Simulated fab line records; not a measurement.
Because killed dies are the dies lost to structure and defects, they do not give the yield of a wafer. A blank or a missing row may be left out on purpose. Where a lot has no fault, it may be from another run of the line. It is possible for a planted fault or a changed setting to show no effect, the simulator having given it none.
Struck lot and sound lot, side by side | flow gf180mcu | 43 steps out of a route of 602
Sound: wafers L534.2, L534.3, L534.6. Struck: wafer L546.3 (L546.1, L546.2, from the same lot, were not struck and are left out); the cause is given at the end.
At each step with rows: each side's tool, then ch and its chambers, then its first start. Under that, the readings that differ: sound wafers | struck wafers | difference of the means | sigmas: that difference in standard deviations of wafers without a fault.
alike: readings whose means differ by less than 2 such deviations, and words and numbers that are the same on both sides. not compared: withheld readings, readings that some wafer has no value for, bounds like >300 that may hide the same value, and numbers for which the record gives no deviation and whose values overlap.
A row with sigmas, a row that says differs or no value, or rows on one side alone: a step with any of these is where the two part. Numbers that have no deviation but don't overlap get no sigmas and don't part them. Lack of a reading on every wafer of one side parts them only where that side has two or more wafers.

GF_CONTACT_BOW_MEAS_05:
  sound on filmMetro-04 at day 15 03:29; struck on filmMetro-04 at day 19 17:02
  alike: CONTACT_BOW
then, 8 steps without rows for these wafers: GF_CONTACT_DEHYDRATE_06 (time 60 s); GF_CONTACT_HMDS_07 (prime time 60 s); GF_CONTACT_COAT_08; GF_CONTACT_COAT_09 (resist thk 1000 nm); GF_CONTACT_SOFTBAKE_10 (time 60 s); GF_CONTACT_EXPOSE_11 (exposes mask Contact, target cd 220 nm); GF_CONTACT_PEB_12 (peb time 90 s); GF_CONTACT_DEVELOP_13 (develop time 60 s).
GF_CONTACT_CD_MEAS_14 targets a cd of 220 nm.
  sound on cdSem-01 at day 16 00:44; struck on cdSem-01 at day 20 16:54
  alike: cdNm
GF_CONTACT_OVL_MEAS_15:
  sound on overlay-02 at day 16 00:51; struck on overlay-02 at day 20 17:01
  alike: CONTACT_OVL
then, 1 step without rows for these wafers: GF_CONTACT_ETCH_16 (etches BARC in N2/H2).
GF_CONTACT_ETCH_17: etches SiO2 in C4F8/O2/Ar, stops on CoSi2, target depth 860 nm.
  sound on rieDiel-04 ch 0,1,2, day 16 00:00; struck on rieDiel-04 ch 0, day 20 17:00
  alike: biasW, oesProductAu
then, 5 steps without rows for these wafers: GF_CONTACT_STRIP_18 (strips in O2/N2); GF_CONTACT_CLEAN_19 (cleans in SPM); GF_CONTACT_CLEAN_20 (cleans in DIW); GF_CONTACT_CLEAN_21 (cleans in dHF, time 20 s); GF_CONTACT_SPUTTER_22 (material Ti, target thk 15 nm, time 80.02 s).
GF_CONTACT_SPUTTER_23: material TiN, target thk 10 nm, time 40 s.
  sound on pvdSputter-01 at day 16 01:24; struck on pvdSputter-02 at day 20 17:35
  alike: throttleValvePct
GF_CONTACT_CVD_24: deposits W, target thk 300 nm, time 90.339 s.
  sound on cvdW-02 ch 0, day 16 01:26; struck on cvdW-01 ch 1, day 20 17:37
  alike: heaterPowerW
GF_CONTACT_RS_MEAS_25: measures by four-point-probe.
  sound on filmMetro-04 at day 16 01:34; struck on filmMetro-01 at day 20 17:44
  alike: CONTACT_W_RS
GF_CONTACT_THK_MEAS_26: measures by xrf.
  sound on filmMetro-04 at day 16 01:40; struck on filmMetro-01 at day 20 17:52
  alike: CONTACT_W_THK
GF_CONTACT_CMP_27: polishes, stops on SiO2, t overpolish 15 s, target thk 0 nm.
  sound on cmp-01 ch 0,2, day 16 01:43; struck on cmp-02 ch 0, day 20 17:55
reading            | sound                | struck | difference | sigmas
overpolishRunS (s) | 15.003 15.002 15.007 | 14.985 | -0.019     | -2
  alike: motorCurrentA, timeToEndpointS
GF_M1_SPUTTER_00: material Ti, target thk 37.5 nm, time 150 s.
  sound on pvdSputter-03 at day 16 02:01; struck on pvdSputter-03 at day 20 18:13
  alike: throttleValvePct
then, 4 steps without rows for these wafers: GF_M1_SPUTTER_01 (material TiN, target thk 30 nm, time 25 s); GF_M1_SPUTTER_02 (material AlCu, target thk 450 nm, time 23.9 s); GF_M1_SPUTTER_03 (material Ti, target thk 10 nm, time 6.7 s); GF_M1_SPUTTER_04 (material TiN, target thk 50 nm, time 41.7 s).
GF_M1_RS_MEAS_05: measures by four-point-probe.
  sound on filmMetro-01 at day 16 02:16; struck on filmMetro-01 at day 20 18:26
  alike: M1_ALCU_RS
GF_M1_THK_MEAS_06: measures by xrf.
  sound on filmMetro-01 at day 16 02:22; struck on filmMetro-01 at day 20 18:34
  alike: M1_ALCU_THK
then, 7 steps without rows for these wafers: GF_M1_DEHYDRATE_07 (time 60 s); GF_M1_HMDS_08 (prime time 60 s); GF_M1_COAT_09 (resist thk 1000 nm); GF_M1_SOFTBAKE_10 (time 60 s); GF_M1_EXPOSE_11 (exposes mask Metal1, target cd 230 nm); GF_M1_PEB_12 (peb time 90 s); GF_M1_DEVELOP_13 (develop time 60 s).
GF_M1_CD_MEAS_14 targets a cd of 230 nm.
  sound on cdSem-01 at day 17 00:11; struck on cdSem-01 at day 21 18:10
  alike: cdNm
GF_M1_OVL_MEAS_15:
  sound on overlay-01 at day 17 00:17; struck on overlay-01 at day 21 18:17
  alike: M1_OVL
GF_M1_METAL_ETCH_16: etches the open film in Cl2/BCl3, stops on SiO2, target depth 627.5 nm, time 104.6 s.
  sound on rieMetal-03 ch 0,1, day 17 00:19; struck on rieMetal-03 ch 0, day 21 18:20
  alike: bcl3FlowSccm, biasW, drypumpMotorCurrentA, oesProductAu, throttleValvePct
  not compared: rfHoursCounterH
then, 2 steps without rows for these wafers: GF_M1_STRIP_17 (strips in O2/N2); GF_M1_STRIP_18 (strips in post etch residue remover, time 1200 s).
-- the record jumps here: 11 days lie between the struck wafers' starts before and after (it left off in module M1 and takes up again in module PASSIVATION, whose first step shown is number 602 of the route) --
GF_PASSIVATION_PROBE_99:
  record: rows for the struck wafers here (prober-02, day 32 14:16), none for the sound ones

== WHERE THEY PART ==
Last at GF_PASSIVATION_PROBE_99 as far as this record goes, first at GF_CONTACT_CMP_27.

WHY: the cause the simulator had injected
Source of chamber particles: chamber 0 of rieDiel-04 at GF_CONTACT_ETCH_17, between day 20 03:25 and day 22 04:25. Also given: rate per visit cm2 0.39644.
